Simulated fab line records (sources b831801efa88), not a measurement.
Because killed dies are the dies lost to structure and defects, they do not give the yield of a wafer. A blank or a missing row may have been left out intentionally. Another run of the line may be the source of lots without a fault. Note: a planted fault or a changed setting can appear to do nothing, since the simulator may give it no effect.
fab line records | flow gf180mcu | part 2 of 2: steps 34 to 44 of 44
record lots=5 wafers=15 last-day=34
route steps=602 shown HV_LDD@194 NSD@235
lots that met no fault: taken from a fault-free run of the same line
start-h: hours from the record's first day to the start of the lot's first wafer shown | wait-h: hours elapsed since this lot's preceding step | " the same as in the row above | L1.1+2: several wafers, shown together as one row | - value missing, or start not given | * or withheld: withheld | < > ~ a bound
route shown NAME@n: a module of which the file shows steps, and the number in the route of the first | usual: the fault-free wafers' mean and standard deviation | same: alike in all rows | chamber/n: place in a boat | sites: readings site by site | _std_site: the values' standard deviation | _edge_site: inner sites' mean taken away from outer sites' mean | radius-mm: how far each site lies from the wafer's centre | mask NAME#n: copy n | behind: the most recent tool/chamber to have shaped the wafer | hold: why the lot went on hold/how many hours it stayed there/how the hold came to an end | device: names the non-switching transistor (n, p or np) | end of line: tests run on the same wafers once the route is complete | step lacking rows: just its recipe | killed: dies lost to structure and defects at the first sort, not the wafer's yield | map: per-die view of a wafer (x killed, . not killed, _ where there is no die)
set.NAME: the run value of the setting; set.NAME@STEP: its run value at that earlier step | model.NAME: the simulator's own value behind a step, which no gauge read
a table for each step, a row for each wafer; lots at some steps of the route
services: the hour from which a tool's chamber was out of use, counted from the record's first day as start-h (under 0 if before that day), plus the number of hours and why
## steps
# step GF_HV_LDD_CLEAN_51
# recipe chemistry=SC1/SC2 mix=1:4:20 temp-c=70 time-s=150 dry=n2-spin
# columns lot.wafer tool chamber start-h wait-h
L077.2+4+6 wet-bench-02 1 295.72 0.0
L078.1+3+6 wet-bench-02 2 303.74 0.1
L079.2+3+5 wet-bench-01 2 316.24 0.0
L095.3+4+5 wet-bench-03 1 460.28 0.0
L096.3+5+6 wet-bench-02 2 463.02 0.0
# step GF_HV_LDD_RTA_52
# recipe temp-c=1000 time-s=10 ambient=N2
# usual anneal-temp-c-max=1005.2/0.92 lamp-power-pct=32.2/2.2 wafer_temp_C_max=1004.2/1
# columns lot.wafer tool chamber start-h wait-h anneal-temp-c-max lamp-power-pct wafer_temp_C_max
L077.2 rtp-anneal-02 0 295.78 0.0 1006.0 34.2 1004.1
L077.4 " 0 " " 1005.1 34.2 1003.5
L077.6 " 0 " " 1005.2 34.2 1004.3
L078.1 rtp-anneal-02 0 303.79 0.0 1004.9 34.2 1003.9
L078.3 " 0 " " 1005.9 34.2 1003.6
L078.6 " 0 " " 1006.2 34.2 1004.2
L079.2 rtp-anneal-01 0 316.30 0.0 1004.7 29.8 1004.2
L079.3 " 0 " " 1004.2 29.8 1004.4
L079.5 " 0 " " 1005.5 29.8 1003.6
L095.3 rtp-anneal-02 0 460.36 0.0 1004.1 34.1 1004.0
L095.4 " 0 " " 1006.4 34.2 1005.4
L095.5 " 0 " " 1004.9 34.2 1005.8
L096.3 rtp-anneal-02 0 463.09 0.0 1005.1 34.2 1006.5
L096.5 " 0 " " 1004.0 34.2 1004.8
L096.6 " 0 " " 1004.6 34.2 1004.5
# step GF_HV_LDD_RS_MEAS_53
# recipe thk-meas-gauge=four-point-probe
# usual HV_LDD_RS=418.3/0.89
# columns lot.wafer tool chamber start-h wait-h HV_LDD_RS[ohm/sq]
L077.2 film-metro-04 - 295.86 0.1 418.3
L077.4 " - " " 418.2
L077.6 " - " " 418.6
L078.1 film-metro-03 - 303.86 0.1 416.7
L078.3 " - " " 418.2
L078.6 " - " " 418.7
L079.2 film-metro-03 - 316.38 0.1 418.7
L079.3 " - " " 419.7
L079.5 " - " " 418.8
L095.3 film-metro-03 - 460.44 0.1 419.2
L095.4 " - " " 418.4
L095.5 " - " " 419.9
L096.3 film-metro-04 - 463.17 0.1 419.3
L096.5 " - " " 418.9
L096.6 " - " " 419.4
# step GF_HV_LDD_CVD_54
# recipe material=SiO2 target-thk-nm=10 precursor=TEOS temp-c=680 time-s=75 pressure-mtorr=400
# usual zone-power-upper-pct=10.9/0.47
# columns lot.wafer tool chamber start-h wait-h zone-power-upper-pct
L077.2 lpcvd-02 1 295.96 0.1 10.9
L077.4 " 1 " " 11.0
L077.6 " 1 " " 10.7
L078.1 lpcvd-01 1 303.98 0.1 9.9
L078.3 " 1 " " 10.0
L078.6 " 1 " " 10.0
L079.2 lpcvd-02 1 316.48 0.1 11.0
L079.3 " 1 " " 10.8
L079.5 " 1 " " 10.9
L095.3 lpcvd-02 0 460.52 0.1 11.3
L095.4 " 0 " " 11.4
L095.5 " 0 " " 11.4
L096.3 lpcvd-02 0 463.25 0.1 11.3
L096.5 " 0 " " 11.3
L096.6 " 0 " " 11.3
# step GF_HV_LDD_THK_MEAS_55
# recipe reads=SiO2_of_HV_LDD_CVD_54
# usual HV_LDD_CVD_54_THK=10.00/0.13
# columns lot.wafer tool chamber start-h wait-h HV_LDD_CVD_54_THK[nm]
L077.2 film-metro-04 - 296.99 0.0 9.92
L077.4 " - " " 9.93
L077.6 " - " " 10.01
L078.1 film-metro-02 - 305.00 0.0 9.98
L078.3 " - " " 10.00
L078.6 " - " " 9.96
L079.2 film-metro-03 - 317.52 0.0 10.02
L079.3 " - " " 10.08
L079.5 " - " " 10.07
L095.3 film-metro-03 - 461.56 0.0 10.02
L095.4 " - " " 9.99
L095.5 " - " " 10.15
L096.3 film-metro-04 - 464.29 0.0 9.98
L096.5 " - " " 10.05
L096.6 " - " " 10.13
# step GF_HV_LDD_CVD_56
# recipe material=Si3N4 precursor=DCS/NH3 target-thk-nm=90 temp-c=770 time-s=1543 pressure-mtorr=250
# usual zone-power-upper-pct=13.6/0.6
# columns lot.wafer tool chamber start-h wait-h zone-power-upper-pct
L077.2 lpcvd-01 1 297.28 0.3 12.8
L077.4 " 1 " " 12.6
L077.6 " 1 " " 12.9
L078.1 lpcvd-02 1 305.06 0.1 13.8
L078.3 " 1 " " 13.7
L078.6 " 1 " " 13.8
L079.2 lpcvd-02 1 317.57 0.0 14.0
L079.3 " 1 " " 13.9
L079.5 " 1 " " 13.9
L095.3 lpcvd-01 0 461.60 0.0 13.5
L095.4 " 0 " " 13.4
L095.5 " 0 " " 13.7
L096.3 lpcvd-01 0 464.33 0.0 13.7
L096.5 " 0 " " 13.6
L096.6 " 0 " " 13.9
# step GF_HV_LDD_THK_MEAS_57
# recipe reads=Si3N4_of_HV_LDD_CVD_56
# usual HV_LDD_CVD_56_THK=90.3/0.74
# columns lot.wafer tool chamber start-h wait-h HV_LDD_CVD_56_THK[nm]
L077.2 film-metro-04 - 298.71 0.0 90.7
L077.4 " - " " 90.4
L077.6 " - " " 90.1
L078.1 film-metro-03 - 306.49 0.0 90.9
L078.3 " - " " 90.0
L078.6 " - " " 90.3
L079.2 film-metro-04 - 319.01 0.0 91.0
L079.3 " - " " 91.1
L079.5 " - " " 90.8
L095.3 film-metro-03 - 463.05 0.0 88.8
L095.4 " - " " 89.7
L095.5 " - " " 89.0
L096.3 film-metro-03 - 465.78 0.0 89.6
L096.5 " - " " 89.2
L096.6 " - " " 89.8
# step GF_HV_LDD_ETCHBACK_58
# recipe chemistry=CH3F/O2 target=Si3N4 stop-on=SiO2 source-w=400 bias-w=80 pressure-mtorr=25 ch3f-flow-sccm=40 O2_flow_sccm=30 time-s=100 target-depth-a=900
# usual drypump-motor-current-A=6.1/0.35 oes-product-au=0.844/0.0056 throttle-valve-pct=10.562/0.0096
# columns lot.wafer tool chamber start-h wait-h drypump-motor-current-A oes-product-au rf-hours-counter-h throttle-valve-pct
L077.2 rie-diel-04 3 298.76 0.0 6.1 0.844 13 10.552
L077.4 " 2 " " 6.7 0.848 125 10.563
L077.6 " 3 " " 6.1 0.845 - 10.562
L078.1 rie-diel-01 1 306.55 0.1 6.8 0.851 128 10.555
L078.3 " 0 " " 6.2 0.848 93 10.580
L078.6 " 0 " " 6.2 0.840 - 10.574
L079.2 rie-diel-01 3 319.06 0.0 5.5 0.854 5 10.564
L079.3 " 2 " " 6.0 0.847 6 10.559
L079.5 " 3 " " 5.5 0.844 - 10.563
L095.3 rie-diel-04 1 463.09 0.0 6.0 0.844 11 10.564
L095.4 " 3 " " 6.1 0.840 17 10.555
L095.5 " 0 " " 6.0 0.827 - 10.589
L096.3 rie-diel-01 2 465.82 0.0 6.0 0.839 10 10.562
L096.5 " 0 " " 6.2 0.837 - 10.552
L096.6 " 3 " " 5.5 0.838 - 10.567
# step GF_NSD_DEHYDRATE_00
# recipe temp-c=200 time-s=60
# columns lot.wafer tool chamber start-h wait-h
L077.2+4+6 litho-track-01 0 309.15 10.3
L078.1+3+6 litho-track-04 0 316.30 9.7
L079.2+3+5 litho-track-03 0 330.13 11.0
L095.3+4+5 litho-track-03 0 473.61 10.5
L096.3+5+6 litho-track-04 0 477.60 11.7
# step GF_NSD_HMDS_01
# recipe prime-time-s=60 prime-temp-c=120
# columns lot.wafer tool chamber start-h wait-h
L077.2+4+6 litho-track-01 0 309.30 0.1
L078.1+3+6 litho-track-04 0 316.45 0.1
L079.2+3+5 litho-track-03 0 330.28 0.1
L095.3+4+5 litho-track-03 0 473.76 0.1
L096.3+5+6 litho-track-04 0 477.75 0.1
# step GF_NSD_COAT_02
# recipe resist=NOVOLAK spin-rpm=3000 resist-thk-nm=1000
# columns lot.wafer tool chamber start-h wait-h
L077.2+4+6 litho-track-01 0 309.45 0.1
L078.1+3+6 litho-track-04 0 316.60 0.1
L079.2+3+5 litho-track-03 0 330.43 0.1
L095.3+4+5 litho-track-03 0 473.91 0.1
L096.3+5+6 litho-track-04 0 477.90 0.1
## services
# columns tool chamber start-h hours kind
plasma-asher-03 - 237.25 2.8 pm
rie-diel-01 - 239.23 0.9 repair
iline-stepper-01 - 240.95 2.3 repair
plasma-asher-04 - 255.19 16.9 pm
lpcvd-02 - 256.10 17.2 pm
rie-diel-01 0 271.17 10.8 repair
implanter-03 - 289.63 2.8 repair
iline-stepper-01 - 296.35 1.7 pm
implanter-02 - 307.00 5.4 repair
plasma-asher-02 - 313.19 2.9 repair
lpcvd-01 - 317.85 2.0 repair
lpcvd-01 - 318.38 1.2 repair
iline-stepper-02 - 324.52 1.7 pm
rie-diel-04 0 339.59 4.0 repair
iline-stepper-02 - 340.63 3.5 repair
rie-diel-01 3 348.93 6.5 repair
rie-diel-01 - 372.30 2.8 pm
rie-diel-04 2 381.09 4.2 repair
iline-stepper-02 - 385.48 2.2 repair
rie-diel-01 1 387.31 4.7 repair
implanter-02 - 402.92 1.7 repair
plasma-asher-04 - 429.04 2.0 repair
rie-diel-01 0 448.95 1.8 repair
implanter-02 - 476.41 2.3 repair
